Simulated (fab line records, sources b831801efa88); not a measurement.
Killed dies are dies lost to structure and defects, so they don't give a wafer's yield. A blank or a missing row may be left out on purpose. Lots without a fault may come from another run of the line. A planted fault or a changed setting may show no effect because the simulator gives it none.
A struck lot beside a sound one | flow sky130 | 32 steps out of a route of 708
Sound: wafers L317.1, L317.4, L317.5. Struck: wafers L323.2, L323.5, L323.6. The cause comes at the end.
At each step with rows: each side's tool, then ch and its chambers, then its first start. Under that, the readings that differ: sound wafers | struck wafers | difference of the means | sigmas: that difference in standard deviations of wafers without a fault.
alike: readings whose means differ by less than 2 such deviations, and words and numbers that are the same on both sides. not compared: withheld readings, readings that some wafer has no value for, bounds like >300 that may hide the same value, and numbers for which the record gives no deviation and whose values overlap.
The two part at a step that has a row with sigmas, a row that says differs or no value, or rows on one side only. Numbers that don't overlap but have no deviation are shown without sigmas and don't part them. A reading that every wafer of one side lacks parts them only if that side has two wafers or more.

SKY_PWDE_OVL_MEAS_07:
  sound on overlay-01, day 5 18:28; struck on overlay-02, day 7 02:58
  alike: PWDE_OVL
then, 1 step without rows for these wafers: SKY_PWDE_IMPLANT_08.
SKY_PWDE_STRIP_09: strips in O2/N2.
  sound on plasma_asher-04 ch 0, day 5 18:38; struck on plasma_asher-01 ch 0,1, day 7 03:09
  reading                      | sound             | struck            | difference | sigmas
  strip_time_to_endpoint_s (s) | 36.92 37.04 37.02 | 36.76 36.81 36.75 | -0.22      | -3
  alike: drypump_motor_current_A, oes_product_au
  not compared: rf_hours_counter_h
SKY_PWDE_TW_MEAS_10:
  sound on film_metro-02, day 5 18:44; struck on film_metro-01, day 7 03:16
  alike: PWDE_TW
then, 7 steps without rows for these wafers: SKY_NWELL_DEHYDRATE_03 (time 60 s); SKY_NWELL_HMDS_04 (prime time 60 s); SKY_NWELL_COAT_05 (resist thk 3000 nm); SKY_NWELL_SOFTBAKE_06; SKY_NWELL_EXPOSE_07 (exposes mask NWM, target cd 840 nm); SKY_NWELL_PEB_08; SKY_NWELL_DEVELOP_09 (develop time 60 s).
SKY_NWELL_OVL_MEAS_10:
  sound on overlay-02, day 6 14:16; struck on overlay-02, day 7 23:28
  alike: NWELL_00_OVL
SKY_NWELL_IMPLANT_11:
  sound on implanter-03 ch 0, day 6 14:18; struck on implanter-03 ch 0, day 7 23:32
  reading            | sound                            | struck                           | difference  | sigmas
  dose_ions_cm2      | 1.8985e+13 1.8996e+13 1.8971e+13 | 2.1349e+13 2.1355e+13 2.1321e+13 | +2.3577e+12 | +99 or more
  faraday_current_uA | 106.2 106.9 106.1                | 121.4 121.6 121.7                | +15.2       | +8
  alike: beam_on_s
then, 2 steps without rows for these wafers: SKY_NWELL_IMPLANT_12; SKY_NWELL_IMPLANT_13.
SKY_NWELL_STRIP_14: strips in O2/N2.
  sound on plasma_asher-01 ch 0,1, day 6 14:45; struck on plasma_asher-01 ch 0,1, day 7 23:57
  alike: drypump_motor_current_A, oes_product_au, strip_time_to_endpoint_s
  not compared: rf_hours_counter_h
SKY_NWELL_TW_MEAS_15:
  sound on film_metro-02, day 6 14:51; struck on film_metro-02, day 8 00:04
  reading  | sound          | struck         | difference | sigmas
  NWELL_TW | 1824 1824 1817 | 1886 1880 1885 | +62        | +4
then, 7 steps without rows for these wafers: SKY_NWELL_DEHYDRATE_16 (time 60 s); SKY_NWELL_HMDS_17 (prime time 60 s); SKY_NWELL_COAT_18 (resist thk 3000 nm); SKY_NWELL_SOFTBAKE_19; SKY_NWELL_EXPOSE_20 (exposes mask NWM COMPLEMENT, target cd 840 nm); SKY_NWELL_PEB_21; SKY_NWELL_DEVELOP_22 (develop time 60 s).
SKY_NWELL_OVL_MEAS_23:
  sound on overlay-01, day 7 09:40; struck on overlay-02, day 8 20:49
  alike: NWELL_01_OVL
then, 1 step without rows for these wafers: SKY_NWELL_IMPLANT_24.
SKY_NWELL_STRIP_25: strips in O2/N2.
  sound on plasma_asher-01 ch 0,1, day 7 09:51; struck on plasma_asher-02 ch 0,1, day 8 21:00
  alike: drypump_motor_current_A, oes_product_au, strip_time_to_endpoint_s
  not compared: rf_hours_counter_h
SKY_NWELL_TW_MEAS_26:
  sound on film_metro-02, day 7 09:57; struck on film_metro-03, day 8 21:07
  alike: NWELL_2_TW
then, 1 step without rows for these wafers: SKY_NWELL_CLEAN_27 (cleans in SC1/SC2, time 150 s).
SKY_NWELL_RTA_28: time 30 s.
  sound on rtp_anneal-01 ch 0, day 7 10:04; struck on rtp_anneal-01 ch 0, day 8 21:14
  alike: anneal_temp_c_max, lamp_power_pct, wafer_temp_C_max
SKY_NWELL_RS_MEAS_29: measures by four-point-probe.
  sound on film_metro-02, day 7 10:10; struck on film_metro-01, day 8 21:20
  reading           | sound             | struck            | difference | sigmas
  NWELL_RS (ohm/sq) | 621.6 622.1 622.7 | 583.2 582.2 583.4 | -39.2      | -18
-- the record jumps here: 41 days lie between the struck wafers' starts before and after (it left off in module NWELL and takes up again in module PAD_OPEN, whose first step shown is number 708 of the route) --
SKY_PAD_OPEN_PROBE_99:
  sound on prober-01, day 48 03:38; struck on prober-01, day 49 12:02
  reading                           | sound                         | struck                        | difference | sigmas
  model.etest.nfet_16v.r_on_ohm_um  | 1.405e+04 1.424e+04 1.401e+04 | 1.366e+04 1.354e+04 1.365e+04 | -4.833e+02 |
  model.etest.res_nwell.line_ohm_um | 1136 1172 1116                | 1049 1028 1030                | -106       |
  model.etest.res_nwell.rs_ohm_sq   | 963.4 992.5 939               | 899.6 846.1 868.5             | -93.6      |
  alike: killed_at_M0_to_M3, killed_at_M4_up, killed_at_contacts, killed_at_front_end, killed_at_other, killed_dies, killed_open, killed_short

WHERE THEY PART
First at SKY_PWDE_STRIP_09; last, within this record, at SKY_NWELL_RS_MEAS_29. Later steps at which nothing parts them and some readings are alike: SKY_PAD_OPEN_PROBE_99.

WHY: what the simulator had put in
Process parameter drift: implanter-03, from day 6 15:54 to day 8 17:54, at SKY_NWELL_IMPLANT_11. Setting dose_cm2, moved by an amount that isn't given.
